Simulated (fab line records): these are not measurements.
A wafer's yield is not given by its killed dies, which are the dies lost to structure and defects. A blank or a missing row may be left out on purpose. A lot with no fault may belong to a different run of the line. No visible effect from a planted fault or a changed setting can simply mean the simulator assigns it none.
The tool behind it: which one? ; flow gf180mcu ; 38 wafers from 13 lots sampled at 4 of the route's 602 steps

## WHAT THE GAUGES SHOWED, per wafer
GF_V4_BOW_MEAS_05. Usual: V4_BOW typically reads 135 um, with standard deviation 9.5.
lot;measured;on;V4_BOW (um);flag
L643;day 23 06:43;film-metro-01;133 136 141;
L645;day 24 00:50;film-metro-02;126 140 139;
L646;day 24 07:49;film-metro-02;136 132 136;
L647;day 24 17:27;film-metro-02;145 157 141;
L648;day 25 02:18;film-metro-02;141 132 132;
L650;day 25 21:38;film-metro-02;137 131 140;
L651;day 26 01:05;film-metro-04;140 140 145;
L652;day 26 15:11;film-metro-01;145 139 135;
L656;day 28 01:09;film-metro-02;149 132;
L661;day 29 15:44;film-metro-02;149 142 136;
L663;day 30 08:38;film-metro-04;133 134 128;
L665;day 30 12:53;film-metro-04;134 131 129;
L666;day 30 15:28;film-metro-04;141 141 147;

GF_V4_OVL_MEAS_15. Usual: V4_OVL typically reads 0 nm, with standard deviation 4.6.
lot;measured;on;V4_OVL (nm);flag
L643;day 24 05:26;overlay-02;-7 -4 -5;
L645;day 24 23:08;overlay-02;2 8 1;
L646;day 25 05:46;overlay-02;-5 -7 -2;
L647;day 25 14:58;overlay-01;0 6 -2;
L648;day 26 00:01;overlay-01;-2 2 0;
L650;day 26 18:26;overlay-02;7 5 5;
L651;day 26 21:37;overlay-02;0 -2 6;
L652;day 27 11:53;overlay-01;-3 -6 0;
L656;day 28 20:24;overlay-01;3 -3;
L661;day 30 10:22;overlay-02;1 -4 -1;
L663;day 31 03:14;overlay-01;-8 3 0;
L665;day 31 06:20;overlay-02;6 -1 3;
L666;day 31 09:11;overlay-01;4 5 3;

## WHAT TOOL EACH LOT RAN ON (gives the tool, then ch and the chambers of the sampled wafers, and finally the start)
lot;GF_M4_SPUTTER_03;GF_V4_CMP_04
L643;pvd-sputter-02, day 22 06:32;cmp-01 ch 0,3, day 23 06:25
L645;pvd-sputter-01, day 23 01:13;cmp-01 ch 0,1,2, day 24 00:37
L646;pvd-sputter-04, day 23 08:11;cmp-01 ch 0,1,3, day 24 07:36
L647;pvd-sputter-01, day 23 18:08;cmp-02 ch 1,2,3, day 24 17:08
L648;pvd-sputter-01, day 24 02:43;cmp-01 ch 0,1,3, day 25 02:02
L650;pvd-sputter-02, day 24 22:47;cmp-02 ch 0,1,2, day 25 21:24
L651;pvd-sputter-01, day 25 01:56;cmp-01 ch 0,1,3, day 26 00:52
L652;pvd-sputter-04, day 25 17:07;cmp-01 ch 0,1,3, day 26 14:53
L656;pvd-sputter-04, day 27 04:14;cmp-01 ch 3, day 28 00:53
L661;pvd-sputter-04, day 28 19:08;cmp-02 ch 0,1,3, day 29 15:31
L663;pvd-sputter-04, day 29 13:29;cmp-01 ch 0,1,3, day 30 08:23
L665;pvd-sputter-01, day 29 17:03;cmp-02 ch 2,3, day 30 12:34
L666;pvd-sputter-01, day 29 20:02;cmp-02 ch 0,3, day 30 15:10
- GF_M4_SPUTTER_03: material Ti, target thk 10 nm, time 6.7 s.
- GF_V4_CMP_04: polishes SiO2.

## AS READ BY THE TOOLS THEMSELVES (means over the sampled wafers that have a number; for cases with no such wafer, the mark the record gives instead)
GF_M4_SPUTTER_03. Usual: throttle-valve-pct reads 29.8 % (standard deviation 0.96).
lot;tool;throttle-valve-pct (%);flag
L643;pvd-sputter-02;30.7;
L645;pvd-sputter-01;29.0;
L646;pvd-sputter-04;29.1;
L647;pvd-sputter-01;29.2;
L648;pvd-sputter-01;29.5;
L650;pvd-sputter-02;31.2;
L651;pvd-sputter-01;29.2;
L652;pvd-sputter-04;29.3;
L656;pvd-sputter-04;29.4;
L661;pvd-sputter-04;29.5;
L663;pvd-sputter-04;29.4;
L665;pvd-sputter-01;29.1;
L666;pvd-sputter-01;29.3;

GF_V4_CMP_04. Usual: motor-current-A 11.1 A, standard deviation 0.7; time-to-endpoint-s 80 s, standard deviation 5.1.
lot;tool;motor-current-A (A);time-to-endpoint-s (s);flag
L643;cmp-01;10.4;75;
L645;cmp-01;11.1;84;
L646;cmp-01;10.7;81;
L647;cmp-02;11.0;85;
L648;cmp-01;10.9;78;
L650;cmp-02;11.4;76;
L651;cmp-01;11.0;77;
L652;cmp-01;11.0;82;
L656;cmp-01;11.3;57;OFF
L661;cmp-02;11.0;80;
L663;cmp-01;10.6;82;
L665;cmp-02;10.9;75;
L666;cmp-02;10.2;76;

## THE ANSWER, worked out from the rows above alone
Rule: a lot is off if the mean of its wafers that have a number lies more than 3 standard deviations from the usual mean. Also off: a lot with no number at a reading for which 4 or more lots have one. Any other lot the step has rows for is counted as sound. First the gauges in route order, then the tools' own readings, where a lot's mean is used as printed above. At the first step where some lot is off, the reading lying furthest off is the one used; lots without a number count as furthest.
Off at GF_V4_CMP_04 (time-to-endpoint-s): L656.
A tool fits if, at that step or a process step before it, it ran every lot that is off, and no sound lot after the first of them. None of those tried fits.

## WHAT THE SIMULATOR HAD PUT IN
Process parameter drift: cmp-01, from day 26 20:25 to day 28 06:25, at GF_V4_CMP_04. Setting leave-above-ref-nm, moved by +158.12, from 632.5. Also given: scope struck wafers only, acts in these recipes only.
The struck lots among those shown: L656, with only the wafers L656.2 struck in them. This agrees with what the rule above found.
